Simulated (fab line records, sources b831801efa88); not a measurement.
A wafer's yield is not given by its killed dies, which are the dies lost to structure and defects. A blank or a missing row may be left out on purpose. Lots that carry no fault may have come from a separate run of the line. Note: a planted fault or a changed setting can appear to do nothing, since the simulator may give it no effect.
Which tool was responsible? -- flow gf180mcu -- 36 wafers from 13 lots sampled at 5 of the route's 602 steps

== WHAT THE GAUGES SHOWED, per wafer ==
GF_VT_IMPLANT_TW_MEAS_10. Usual: VT_IMPLANT_TW typically reads 567.9, with standard deviation 2.4.
lot,measured,on,VT_IMPLANT_TW,flag
L848,day 5 16:58,film metro-03,568.8 565.8 568.9,
L849,day 5 19:44,film metro-02,569.9 568.5 567.5,
L850,day 6 04:43,film metro-02,566.9 569.5 567.7,
L851,day 6 10:05,film metro-03,568.9 570.1 566.1,
L852,day 6 13:50,film metro-02,571.6 570.6 573.7,
L853,day 6 21:01,film metro-02,569.9 570.9 573.3,
L854,day 7 07:27,film metro-03,572.3 569.7 569.9,
L855,day 7 20:08,film metro-02,570.0 568.4 568.5,
L861,day 9 01:29,film metro-03,577.0 577.8,OFF
L862,day 9 06:10,film metro-03,581.8,OFF
L867,day 10 14:37,film metro-02,565.5 571.7 565.9,
L868,day 10 23:34,film metro-02,566.0 569.6 566.7,
L869,day 11 01:13,film metro-03,570.1 569.1 574.2,

== WHAT TOOL EACH LOT RAN ON (gives the tool, then ch and the chambers of the sampled wafers, and finally the start) ==
lot,GF_STI_STRIP_15,GF_DNWELL_STRIP_08,GF_LVPWELL_STRIP_10,GF_VT_IMPLANT_IMPLANT_08
L848,"plasma asher-01 ch 0,1, day 2 02:30","plasma asher-01 ch 0,1, day 2 20:00","plasma asher-01 ch 0,1, day 3 22:35","implanter-02 ch 0, day 5 16:43"
L849,"plasma asher-01 ch 0,1, day 2 06:50","plasma asher-04 ch 0,1, day 2 23:16","plasma asher-01 ch 0, day 4 00:46","implanter-01 ch 0, day 5 19:29"
L850,"plasma asher-03 ch 0,1, day 2 12:39","plasma asher-03 ch 0,1, day 3 06:22","plasma asher-04 ch 1, day 4 08:16","implanter-03 ch 0, day 6 04:28"
L851,"plasma asher-01 ch 0,1, day 2 16:47","plasma asher-03 ch 0,1, day 3 10:56","plasma asher-02 ch 0,1, day 4 13:52","implanter-01 ch 0, day 6 09:50"
L852,"plasma asher-02 ch 0,1, day 2 21:48","plasma asher-01 ch 0, day 3 15:14","plasma asher-04 ch 0,1, day 4 18:10","implanter-02 ch 0, day 6 13:37"
L853,"plasma asher-03 ch 0,1, day 3 02:56","plasma asher-04 ch 0,1, day 3 21:09","plasma asher-04 ch 0,1, day 5 00:50","implanter-01 ch 0, day 6 20:46"
L854,"plasma asher-01 ch 0,1, day 3 10:09","plasma asher-04 ch 0,1, day 4 05:12","plasma asher-02 ch 0,1, day 5 09:52","implanter-02 ch 0, day 7 07:10"
L855,"plasma asher-03 ch 0,1, day 3 14:57","plasma asher-01 ch 0,1, day 4 14:35","plasma asher-04 ch 0,1, day 5 20:07","implanter-01 ch 0, day 7 19:55"
L861,"plasma asher-01 ch 0,1, day 4 22:54","plasma asher-03 ch 0,1, day 5 16:57","plasma asher-04 ch 0,1, day 6 23:27","implanter-01 ch 0, day 9 01:14"
L862,"plasma asher-03 ch 1, day 5 01:25","plasma asher-04 ch 1, day 5 21:33","plasma asher-02 ch 1, day 7 04:59","implanter-01 ch 0, day 9 05:59"
L867,"plasma asher-02 ch 0,1, day 6 04:20","plasma asher-03 ch 0,1, day 7 00:38","plasma asher-04 ch 0,1, day 8 09:30","implanter-02 ch 0, day 10 14:22"
L868,"plasma asher-02 ch 0,1, day 6 08:51","plasma asher-04 ch 0,1, day 7 04:43","plasma asher-04 ch 0,1, day 8 18:52","implanter-02 ch 0, day 10 23:20"
L869,"plasma asher-03 ch 0,1, day 6 14:15","plasma asher-03 ch 0,1, day 7 10:14","plasma asher-01 ch 0,1, day 8 19:49","implanter-03 ch 0, day 11 00:58"
- GF_STI_STRIP_15: strips in O2/N2.
- GF_DNWELL_STRIP_08: strips in O2/N2.
- GF_LVPWELL_STRIP_10: strips in O2/N2.
- GF_VT_IMPLANT_IMPLANT_08

== AS READ BY THE TOOLS THEMSELVES (means over the sampled wafers that have a number; for cases with no such wafer, the mark the record gives instead) ==
GF_STI_STRIP_15. Usual: drypump motor current A 5.6 A, standard deviation 0.45; heater power w 342 W, standard deviation 30; oes product au 0.385 a.u., standard deviation 0.0048; strip time to endpoint s 3.75 s, standard deviation 0.052.
lot,tool,drypump motor current A (A),heater power w (W),oes product au (a.u.),strip time to endpoint s (s),flag
L848,plasma asher-01,5.7,359,0.382,3.67,
L849,plasma asher-01,6.1,362,0.388,3.81,
L850,plasma asher-03,5.5,318,0.383,3.74,
L851,plasma asher-01,5.7,360,0.386,3.73,
L852,plasma asher-02,5.4,341,0.386,3.75,
L853,plasma asher-03,5.5,343,0.385,3.81,
L854,plasma asher-01,6.1,368,0.388,3.75,
L855,plasma asher-03,5.5,313,0.383,3.70,
L861,plasma asher-01,5.9,358,0.388,3.72,
L862,plasma asher-03,5.5,292,0.389,3.80,
L867,plasma asher-02,5.4,331,0.382,3.69,
L868,plasma asher-02,5.4,337,0.382,3.73,
L869,plasma asher-03,5.6,340,0.387,3.77,

GF_DNWELL_STRIP_08. Usual: drypump motor current A 5.7 A, standard deviation 0.58; heater power w 343 W, standard deviation 32; oes product au 0.743 a.u., standard deviation 0.0042; strip time to endpoint s 35.50 s, standard deviation 0.095.
lot,tool,drypump motor current A (A),heater power w (W),oes product au (a.u.),strip time to endpoint s (s),flag
L848,plasma asher-01,6.1,370,0.744,35.54,
L849,plasma asher-04,5.5,339,0.745,35.42,
L850,plasma asher-03,5.5,346,0.741,35.62,
L851,plasma asher-03,5.6,313,0.739,35.41,
L852,plasma asher-01,6.6,377,0.743,35.50,
L853,plasma asher-04,6.0,333,0.742,35.62,
L854,plasma asher-04,5.5,347,0.741,35.52,
L855,plasma asher-01,6.1,370,0.744,35.45,
L861,plasma asher-03,5.5,336,0.740,35.41,
L862,plasma asher-04,6.6,325,0.745,35.55,
L867,plasma asher-03,5.5,346,0.745,35.65,
L868,plasma asher-04,6.0,326,0.744,35.64,
L869,plasma asher-03,5.6,342,0.740,35.50,

GF_LVPWELL_STRIP_10. Usual: drypump motor current A 5.6 A, standard deviation 0.65; heater power w 341 W, standard deviation 19; oes product au 0.723 a.u., standard deviation 0.0049; strip time to endpoint s 37.13 s, standard deviation 0.12.
lot,tool,drypump motor current A (A),heater power w (W),oes product au (a.u.),strip time to endpoint s (s),flag
L848,plasma asher-01,6.1,364,0.725,37.11,
L849,plasma asher-01,6.6,373,0.724,37.14,
L850,plasma asher-04,6.6,315,0.725,37.12,
L851,plasma asher-02,5.4,344,0.725,37.25,
L852,plasma asher-04,6.1,327,0.720,37.11,
L853,plasma asher-04,5.5,337,0.724,36.99,
L854,plasma asher-02,5.3,347,0.718,37.14,
L855,plasma asher-04,6.0,326,0.718,37.06,
L861,plasma asher-04,5.8,338,0.723,37.43,
L862,plasma asher-02,5.3,327,0.726,37.24,
L867,plasma asher-04,5.5,338,0.720,37.20,
L868,plasma asher-04,5.5,336,0.722,36.97,
L869,plasma asher-01,6.1,366,0.721,37.04,

GF_VT_IMPLANT_IMPLANT_08. Usual: beam on s 10.01 s, standard deviation 0.19; faraday current uA 46.7, standard deviation 0.88.
lot,tool,beam on s (s),faraday current uA,flag
L848,implanter-02,9.92,47.2,
L849,implanter-01,10.04,46.6,
L850,implanter-03,9.61,48.6,
L851,implanter-01,10.03,46.6,
L852,implanter-02,9.98,47.0,
L853,implanter-01,10.18,46.0,
L854,implanter-02,9.94,47.1,
L855,implanter-01,9.97,46.9,
L861,implanter-01,10.95,42.8,OFF
L862,implanter-01,10.98,42.6,OFF
L867,implanter-02,10.00,46.7,
L868,implanter-02,9.87,47.4,
L869,implanter-03,10.04,46.7,

== THE ANSWER, worked out from the rows above alone ==
Rule: take the mean of a lot's wafers that have a number; if it is more than 3 standard deviations from the usual mean, the lot is off. Also off: a lot with no number at a reading for which 4 or more lots have one. All remaining lots with rows at the step are treated as sound. After the gauges, taken in route order, come the tools' own readings; for these a lot's mean is taken, as printed above. At the first step where some lot is off, the reading lying furthest off is the one used; lots without a number count as furthest.
Off: at GF_VT_IMPLANT_TW_MEAS_10 (VT_IMPLANT_TW), L861, L862.
A tool fits if, at a process step before that reading, it ran every lot that is off, and no sound lot after the first of them. Not tried: the gauges at GF_VT_IMPLANT_TW_MEAS_10; whatever is off there is also off at GF_VT_IMPLANT_IMPLANT_08, on other tools, and gauge error can't account for it. One fits: implanter-01 at GF_VT_IMPLANT_IMPLANT_08. Its last sound lot is L855 (day 7 19:55), its first lot that is off L861 (day 9 01:14): a fault that began between those two fits.
The tool's own readings at GF_VT_IMPLANT_IMPLANT_08 bear it out: on the lots that are off they differ by more than 5 times the standard deviation of the sound lots' means. beam on s reads 10.96 s there against 9.96 s on the sound lots; faraday current uA reads 42.7 there against 47.0 on the sound lots.

== WHAT THE SIMULATOR HAD INSERTED ==
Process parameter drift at GF_VT_IMPLANT_IMPLANT_08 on implanter-01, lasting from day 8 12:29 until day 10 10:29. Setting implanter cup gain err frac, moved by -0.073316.
Shown lots that were struck: L861, L862. The rule given above showed the same thing.
